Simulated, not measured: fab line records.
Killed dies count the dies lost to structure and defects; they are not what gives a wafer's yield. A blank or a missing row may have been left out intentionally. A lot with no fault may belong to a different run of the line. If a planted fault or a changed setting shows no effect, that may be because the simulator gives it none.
fab line records + flow sky130 + part 2 of 2: steps 31 to 39 of 39
[record]
- lots = 5
- wafers = 15
- last-day = 49
route steps=708 shown METAL4@622 VIA4@639
lots untouched by any fault: they come from a run of this same line in which no faults occurred
start-h: the number of hours between the record's first day and the start of the first shown wafer of the lot + wait-h: hours since the lot's step before + " as in the row above + L1.1+2: a single row standing in for several wafers + - value missing, or start not given + * or withheld: withheld + < > ~ a bound
route shown NAME@n: NAME is a module with steps in the file, n the number in the route of the first one + usual: mean/standard deviation taken from wafers without a fault + same: alike in all rows + chamber/n: place in a boat + sites: the reading at each site + _std_site: standard deviation across them + _edge_site: inner sites' mean taken away from outer sites' mean + radius-mm: for every site, how far away it sits from the centre of the wafer + mask NAME#n: copy n + behind: tool/chamber where the wafer was last shaped + hold: reason for holding the lot/hours on hold/outcome of the hold + device: the transistor (n, p or np) that didn't switch + end of line: the route-end tests of the same wafers + where a step has no rows: the recipe by itself + killed: at the first sort, the dies lost to defects and structure; wafer yield is something else + map: per-die view of a wafer (x killed, . not killed, _ where there is no die)
set.NAME: the setting as run; set.NAME@STEP: as run at that earlier step + model.NAME: the simulator's own value behind a step, which no gauge read
a table for each step, a row for each wafer; lots at some steps of the route
services: a tool's chamber out of use, with start hour (start-h, from the record's first day; less than 0 if before it), hours out, and reason
[[steps]]
[step SKY_VIA4_STRIP_13]
[recipe]
- chemistry = O2/N2
- power-w = 1400
- pressure-mtorr = 1500
- platen-temp-c = withheld
- o2-flow-sccm = 3000
- n2-flow-sccm = 300
- overash-fraction = 0.5
[usual]
- drypump-motor-current-A = 5.68/0.29
- oes-product-au = 0.709/0.0049
- strip-time-to-endpoint-s = 12.801/0.027
| lot.wafer | tool            | chamber | start-h | wait-h | drypump-motor-current-A | oes-product-au | rf-hours-counter-h | strip-time-to-endpoint-s |
|-----------|-----------------|---------|---------|--------|-------------------------|----------------|--------------------|--------------------------|
| L074.3    | plasma-asher-02 | 0       | 1024.88 | -      | 5.67                    | 0.707          | -                  | 12.814                   |
| L074.4    | "               | 1       | "       | "      | 5.94                    | 0.711          | -                  | 12.833                   |
| L074.5    | "               | 0       | "       | "      | 5.71                    | 0.708          | -                  | 12.829                   |
| L077.1    | plasma-asher-02 | 0       | 1047.48 | -      | 5.68                    | 0.708          | 30                 | 12.807                   |
| L077.2    | "               | 1       | "       | "      | 5.97                    | 0.708          | 30                 | 12.827                   |
| L077.4    | "               | 0       | "       | "      | 5.69                    | 0.709          | -                  | 12.770                   |
| L081.2    | plasma-asher-01 | 0       | 1075.08 | -      | 5.12                    | 0.713          | 95                 | 12.798                   |
| L081.3    | "               | 0       | "       | "      | 5.13                    | 0.706          | -                  | 12.825                   |
| L081.6    | "               | 0       | "       | "      | 5.13                    | 0.707          | -                  | 12.846                   |
| L086.1    | plasma-asher-01 | 1       | 1105.92 | -      | 5.29                    | 0.719          | 97                 | 12.784                   |
| L086.2    | "               | 0       | "       | "      | 5.09                    | 0.707          | 97                 | 12.809                   |
| L086.3    | "               | 1       | "       | "      | 5.31                    | 0.709          | -                  | 12.818                   |
| L087.1    | plasma-asher-02 | 0       | 1114.65 | -      | 5.69                    | 0.709          | 37                 | 12.847                   |
| L087.3    | "               | 0       | "       | "      | 5.69                    | 0.716          | -                  | 12.788                   |
| L087.4    | "               | 1       | "       | "      | 5.94                    | 0.703          | -                  | 12.819                   |
[step SKY_VIA4_STRIP_14]
[recipe]
- chemistry = post-etch-residue-remover
- time-s = 1200
- temp-c = 72.5
[usual]
- bath-heat-duty-pct = 14.9/1.2
| lot.wafer | tool         | chamber | start-h | wait-h | bath-heat-duty-pct |
|-----------|--------------|---------|---------|--------|--------------------|
| L074.3    | wet-bench-03 | 3       | 1024.95 | 0.0    | 13.8               |
| L074.4    | "            | 3       | "       | "      | 14.2               |
| L074.5    | "            | 3       | "       | "      | 14.8               |
| L077.1    | wet-bench-04 | 0       | 1047.59 | 0.1    | 12.1               |
| L077.2    | "            | 0       | "       | "      | 12.2               |
| L077.4    | "            | 0       | "       | "      | 12.0               |
| L081.2    | wet-bench-03 | 2       | 1075.18 | 0.1    | 15.4               |
| L081.3    | "            | 2       | "       | "      | 15.6               |
| L081.6    | "            | 2       | "       | "      | 15.2               |
| L086.1    | wet-bench-03 | 2       | 1106.02 | 0.1    | 15.4               |
| L086.2    | "            | 2       | "       | "      | 16.1               |
| L086.3    | "            | 2       | "       | "      | 14.9               |
| L087.1    | wet-bench-03 | 3       | 1114.75 | 0.1    | 13.7               |
| L087.3    | "            | 3       | "       | "      | 15.7               |
| L087.4    | "            | 3       | "       | "      | 15.7               |
[step SKY_VIA4_CLEAN_15]
[recipe]
- chemistry = IPA
- time-s = 180
- temp-c = 25
[usual]
- bath-heat-duty-pct = 6.3/0.65
| lot.wafer | tool         | chamber | start-h | wait-h | bath-heat-duty-pct |
|-----------|--------------|---------|---------|--------|--------------------|
| L074.3    | wet-bench-04 | 3       | 1025.29 | 0.0    | 4.9                |
| L074.4    | "            | 3       | "       | "      | 5.7                |
| L074.5    | "            | 3       | "       | "      | 4.9                |
| L077.1    | wet-bench-01 | 1       | 1047.93 | 0.0    | 7.2                |
| L077.2    | "            | 1       | "       | "      | 6.9                |
| L077.4    | "            | 1       | "       | "      | 6.5                |
| L081.2    | wet-bench-01 | 2       | 1075.52 | 0.0    | 5.7                |
| L081.3    | "            | 2       | "       | "      | 6.6                |
| L081.6    | "            | 2       | "       | "      | 6.7                |
| L086.1    | wet-bench-01 | 3       | 1106.40 | 0.0    | 6.2                |
| L086.2    | "            | 3       | "       | "      | 6.2                |
| L086.3    | "            | 3       | "       | "      | 7.0                |
| L087.1    | wet-bench-04 | 2       | 1115.09 | 0.0    | 5.7                |
| L087.3    | "            | 2       | "       | "      | 6.2                |
| L087.4    | "            | 2       | "       | "      | 7.3                |
[step SKY_VIA4_CLEAN_16]
[recipe]
- chemistry = O3/DIW
- dry = n2-spin
| lot.wafer  | tool         | chamber | start-h | wait-h |
|------------|--------------|---------|---------|--------|
| L074.3+4+5 | wet-bench-03 | 3       | 1025.35 | 0.0    |
| L077.1+2+4 | wet-bench-04 | 0       | 1047.99 | 0.0    |
| L081.2+3+6 | wet-bench-04 | 1       | 1075.58 | 0.0    |
| L086.1+2+3 | wet-bench-03 | 0       | 1106.45 | 0.0    |
| L087.1+3+4 | wet-bench-03 | 0       | 1115.15 | 0.0    |
[step SKY_VIA4_SPUTTER_17]
[recipe]
- material = TiN
- target-thk-nm = 20
- chamber-pressure-pa = 5
- power-w = 4000
- time-s = 80
[usual]
- throttle-valve-pct = 30.4/1.2
| lot.wafer | tool           | chamber | start-h | wait-h | throttle-valve-pct |
|-----------|----------------|---------|---------|--------|--------------------|
| L074.3    | pvd-sputter-02 | -       | 1025.44 | 0.0    | 29.8               |
| L074.4    | "              | -       | "       | "      | 29.6               |
| L074.5    | "              | -       | "       | "      | 29.9               |
| L077.1    | pvd-sputter-04 | -       | 1048.08 | 0.0    | 31.5               |
| L077.2    | "              | -       | "       | "      | 30.2               |
| L077.4    | "              | -       | "       | "      | 29.5               |
| L081.2    | pvd-sputter-04 | -       | 1075.67 | 0.0    | 32.5               |
| L081.3    | "              | -       | "       | "      | 30.5               |
| L081.6    | "              | -       | "       | "      | 30.3               |
| L086.1    | pvd-sputter-04 | -       | 1106.55 | 0.0    | 32.6               |
| L086.2    | "              | -       | "       | "      | 30.6               |
| L086.3    | "              | -       | "       | "      | 29.8               |
| L087.1    | pvd-sputter-03 | -       | 1115.24 | 0.0    | 28.5               |
| L087.3    | "              | -       | "       | "      | 29.0               |
| L087.4    | "              | -       | "       | "      | 29.0               |
[step SKY_VIA4_CVD_18]
[recipe]
- material = W
- target-thk-nm = 505
- time-s = 152.14
- temp-c = 400
- pressure-torr = 40
[usual]
- heater-power-w = 825/94
| lot.wafer | tool     | chamber | start-h | wait-h | heater-power-w | since-wet-clean-h |
|-----------|----------|---------|---------|--------|----------------|-------------------|
| L074.3    | cvd-w-02 | 1       | 1025.55 | 0.1    | 869            | -                 |
| L074.4    | "        | 0       | "       | "      | 798            | -                 |
| L074.5    | "        | 0       | "       | "      | 797            | -                 |
| L077.1    | cvd-w-01 | 0       | 1048.14 | 0.0    | 949            | 644               |
| L077.2    | "        | 1       | "       | "      | 704            | 644               |
| L077.4    | "        | 1       | "       | "      | 695            | -                 |
| L081.2    | cvd-w-02 | 0       | 1075.73 | 0.0    | 803            | 158               |
| L081.3    | "        | 0       | "       | "      | 778            | -                 |
| L081.6    | "        | 0       | "       | "      | 780            | -                 |
| L086.1    | cvd-w-02 | 0       | 1106.61 | 0.0    | 803            | 189               |
| L086.2    | "        | 1       | "       | "      | 860            | 189               |
| L086.3    | "        | 0       | "       | "      | 792            | -                 |
| L087.1    | cvd-w-01 | 0       | 1115.30 | 0.0    | 1012           | 711               |
| L087.3    | "        | 0       | "       | "      | 954            | -                 |
| L087.4    | "        | 1       | "       | "      | 691            | -                 |
[step SKY_VIA4_RS_MEAS_19]
[recipe]
- thk-meas-gauge = four-point-probe
- reads = W_of_VIA4_CVD_18+TiN_of_VIA4_SPUTTER_17
[usual]
- VIA4_W_RS = 0.2267/0.0028
| lot.wafer | tool          | chamber | start-h | wait-h | VIA4_W_RS[ohm/sq] |
|-----------|---------------|---------|---------|--------|-------------------|
| L074.3    | film-metro-01 | -       | 1025.69 | 0.1    | 0.2268            |
| L074.4    | "             | -       | "       | "      | 0.2257            |
| L074.5    | "             | -       | "       | "      | 0.2246            |
| L077.1    | film-metro-02 | -       | 1048.29 | 0.1    | 0.2299            |
| L077.2    | "             | -       | "       | "      | 0.2267            |
| L077.4    | "             | -       | "       | "      | 0.2313            |
| L081.2    | film-metro-02 | -       | 1075.90 | 0.1    | 0.2236            |
| L081.3    | "             | -       | "       | "      | 0.2233            |
| L081.6    | "             | -       | "       | "      | 0.2233            |
| L086.1    | film-metro-01 | -       | 1106.76 | 0.1    | 0.2247            |
| L086.2    | "             | -       | "       | "      | 0.2292            |
| L086.3    | "             | -       | "       | "      | 0.2263            |
| L087.1    | film-metro-03 | -       | 1115.45 | 0.1    | 0.2275            |
| L087.3    | "             | -       | "       | "      | 0.2270            |
| L087.4    | "             | -       | "       | "      | 0.2277            |
[step SKY_VIA4_THK_MEAS_20]
[recipe]
- thk-meas-gauge = xrf
- reads = W_of_VIA4_CVD_18
[usual]
- VIA4_W_THK = 509/7.3
| lot.wafer | tool          | chamber | start-h | wait-h | VIA4_W_THK[nm] |
|-----------|---------------|---------|---------|--------|----------------|
| L074.3    | film-metro-01 | -       | 1025.79 | 0.1    | 512            |
| L074.4    | "             | -       | "       | "      | 515            |
| L074.5    | "             | -       | "       | "      | 516            |
| L077.1    | film-metro-02 | -       | 1048.41 | 0.1    | 497            |
| L077.2    | "             | -       | "       | "      | 500            |
| L077.4    | "             | -       | "       | "      | 493            |
| L081.2    | film-metro-02 | -       | 1076.01 | 0.1    | 508            |
| L081.3    | "             | -       | "       | "      | 510            |
| L081.6    | "             | -       | "       | "      | 511            |
| L086.1    | film-metro-01 | -       | 1106.88 | 0.1    | 518            |
| L086.2    | "             | -       | "       | "      | 509            |
| L086.3    | "             | -       | "       | "      | 514            |
| L087.1    | film-metro-03 | -       | 1115.57 | 0.1    | 508            |
| L087.3    | "             | -       | "       | "      | 511            |
| L087.4    | "             | -       | "       | "      | 504            |
[step SKY_VIA4_CMP_21]
[recipe]
- stop-on = SiO2
- t-overpolish-s = 25
- down-force-psi = 3.5
- platen-rpm = 60
- target-thk-nm = 0
- pad-velocity-m-s = 0.94248
[usual]
- motor-current-A = 10.8/0.63
- overpolish-run-s = 25.000/0.0083
- platen-rpm = 60.00/0.039
- retaining-ring-pressure-frac = 1.000/0.0051
- time-to-endpoint-s = 122/4.4
[same]
- t-overpolish-s = 25
| lot.wafer | tool   | chamber | start-h | wait-h | motor-current-A | overpolish-run-s | platen-rpm | retaining-ring-pressure-frac | time-to-endpoint-s |
|-----------|--------|---------|---------|--------|-----------------|------------------|------------|------------------------------|--------------------|
| L074.3    | cmp-02 | 0       | 1026.18 | 0.4    | 10.7            | 25.010           | 60.00      | 0.994                        | 123                |
| L074.4    | "      | 1       | "       | "      | 11.4            | 24.997           | 60.05      | 1.001                        | 124                |
| L074.5    | "      | 3       | "       | "      | 11.3            | 25.001           | 59.95      | 0.999                        | 124                |
| L077.2    | cmp-01 | 2       | 1048.58 | 0.1    | 11.0            | 25.007           | 60.01      | 1.006                        | 118                |
| L077.4    | "      | 0       | "       | "      | 9.6             | 25.011           | 59.96      | 0.997                        | 122                |
| L077.1    | "      | 1       | "       | "      | 10.2            | 25.000           | 59.98      | 1.002                        | 123                |
| L081.2    | cmp-01 | 0       | 1076.06 | 0.0    | 9.7             | 25.003           | 59.94      | 0.999                        | 126                |
| L081.3    | "      | 2       | "       | "      | 10.4            | 25.002           | 59.97      | 0.998                        | 120                |
| L081.6    | "      | 1       | "       | "      | 10.7            | 25.007           | 59.95      | 0.996                        | 132                |
| L086.3    | cmp-02 | 0       | 1107.14 | 0.2    | 10.2            | 24.994           | 60.05      | 1.000                        | 121                |
| L086.1    | "      | 2       | "       | "      | 11.5            | 25.009           | 60.01      | 0.997                        | 120                |
| L086.2    | "      | 3       | "       | "      | 11.2            | 25.006           | 60.02      | 1.007                        | 119                |
| L087.1    | cmp-01 | 1       | 1115.63 | 0.1    | 10.0            | 24.988           | 60.05      | 0.991                        | 133                |
| L087.3    | "      | 2       | "       | "      | 10.9            | 25.005           | 59.99      | 0.999                        | 124                |
| L087.4    | "      | 3       | "       | "      | 10.4            | 24.991           | 60.05      | 1.000                        | 124                |
[[services]]
| tool             | chamber | start-h | hours | kind   |
|------------------|---------|---------|-------|--------|
| krf-scanner-01   | -       | 964.34  | 1.3   | pm     |
| rie-metal-03     | 1       | 964.36  | 25.9  | repair |
| iline-stepper-02 | -       | 966.71  | 4.4   | pm     |
| krf-scanner-01   | -       | 967.39  | 1.0   | pm     |
| wet-bench-03     | -       | 970.09  | 1.0   | repair |
| cmp-02           | -       | 972.12  | 3.2   | repair |
| rie-diel-01      | 2       | 977.09  | 2.0   | repair |
| wet-bench-01     | -       | 984.55  | 1.9   | pm     |
| plasma-asher-01  | -       | 986.99  | 2.8   | pm     |
| cmp-02           | -       | 1004.76 | 3.2   | repair |
| iline-stepper-02 | -       | 1005.60 | 1.7   | pm     |
| cmp-01           | -       | 1018.59 | 3.0   | repair |
| cmp-02           | -       | 1027.46 | 5.6   | pm     |
| rie-metal-04     | -       | 1028.64 | 1.4   | pm     |
| rie-metal-02     | -       | 1028.82 | 2.8   | pm     |
| iline-stepper-02 | -       | 1042.70 | 3.0   | repair |
| wet-bench-04     | -       | 1045.59 | 1.7   | repair |
| cmp-01           | -       | 1055.81 | 0.5   | repair |
| plasma-asher-02  | -       | 1066.41 | 0.5   | repair |
| wet-bench-03     | -       | 1070.24 | 2.1   | repair |
| hdpcvd-01        | -       | 1072.33 | 1.9   | repair |
| krf-scanner-01   | -       | 1077.43 | 0.8   | pm     |
| cmp-01           | -       | 1093.11 | 1.6   | repair |
| rie-metal-03     | 0       | 1099.32 | 17.1  | repair |
